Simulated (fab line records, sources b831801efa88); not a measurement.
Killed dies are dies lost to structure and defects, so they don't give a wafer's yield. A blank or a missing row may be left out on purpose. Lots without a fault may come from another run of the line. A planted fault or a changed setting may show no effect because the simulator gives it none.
A struck lot beside a sound one | flow sky130 | 14 steps out of a route of 708
Sound: wafers L631.1, L631.2, L631.4. Struck: wafers L636.1, L636.4, L636.6. The cause comes at the end.
At each step with rows: each side's tool, then ch and its chambers, then its first start. Under that, the readings that differ: sound wafers | struck wafers | difference of the means | sigmas: that difference in standard deviations of wafers without a fault.
alike: readings whose means differ by less than 2 such deviations, and words and numbers that are the same on both sides. not compared: withheld readings, readings that some wafer has no value for, bounds like >300 that may hide the same value, and numbers for which the record gives no deviation and whose values overlap.
The two part at a step that has a row with sigmas, a row that says differs or no value, or rows on one side only. Numbers that don't overlap but have no deviation are shown without sigmas and don't part them. A reading that every wafer of one side lacks parts them only if that side has two wafers or more.

first, 3 steps without rows for these wafers: SKY_VT_ADJUST_HVTP_EXPOSE_04 (exposes mask HVTPM, target cd 380 nm); SKY_VT_ADJUST_HVTP_PEB_05; SKY_VT_ADJUST_HVTP_DEVELOP_06 (develop time 60 s).
SKY_VT_ADJUST_HVTP_CD_MEAS_07: target cd 380 nm.
  sound on cd_sem-01, day 6 00:40; struck on cd_sem-02, day 7 22:13
  alike: cd_nm
SKY_VT_ADJUST_HVTP_OVL_MEAS_08:
  sound on overlay-02, day 6 00:47; struck on overlay-02, day 7 22:20
  alike: VT_ADJUST_HVTP_OVL
then, 1 step without rows for these wafers: SKY_VT_ADJUST_HVTP_IMPLANT_09.
SKY_VT_ADJUST_HVTP_STRIP_10: strips in O2/N2.
  sound on plasma_asher-02 ch 0,1, day 6 00:58; struck on plasma_asher-01 ch 0,1, day 7 22:31
  alike: drypump_motor_current_A, oes_product_au, strip_time_to_endpoint_s
  not compared: rf_hours_counter_h
SKY_VT_ADJUST_HVTP_TW_MEAS_11:
  sound on film_metro-02, day 6 01:04; struck on film_metro-01, day 7 22:37
  reading           | sound          | struck         | difference | sigmas
  VT_ADJUST_HVTP_TW | 1348 1352 1347 | 1395 1390 1388 | +42        | +2
then, 4 steps without rows for these wafers: SKY_VT_ADJUST_LVTN_DEHYDRATE_00 (time 60 s); SKY_VT_ADJUST_LVTN_HMDS_01 (prime time 60 s); SKY_VT_ADJUST_LVTN_COAT_02 (resist thk 3000 nm); SKY_VT_ADJUST_LVTN_SOFTBAKE_03.
SKY_VT_ADJUST_LVTN_EXPOSE_04: exposes mask NWM COMPLEMENT LESS NATIVE, target cd 840 nm.
  sound on iline_stepper-02 ch 0, day 6 10:08; struck on iline_stepper-02, day 8 08:44
  no value came back on the struck wafers for exposure_dose_mJ_cm2, focus_offset_nm (nm); on the sound wafers exposure_dose_mJ_cm2 reads 193.95 194.24 194.35
  alike: mask
then, 1 step without rows for these wafers: SKY_VT_ADJUST_LVTN_PEB_05.

WHERE THEY PART
First at SKY_VT_ADJUST_HVTP_TW_MEAS_11; last, within this record, at SKY_VT_ADJUST_LVTN_EXPOSE_04.

WHY: what the simulator had put in
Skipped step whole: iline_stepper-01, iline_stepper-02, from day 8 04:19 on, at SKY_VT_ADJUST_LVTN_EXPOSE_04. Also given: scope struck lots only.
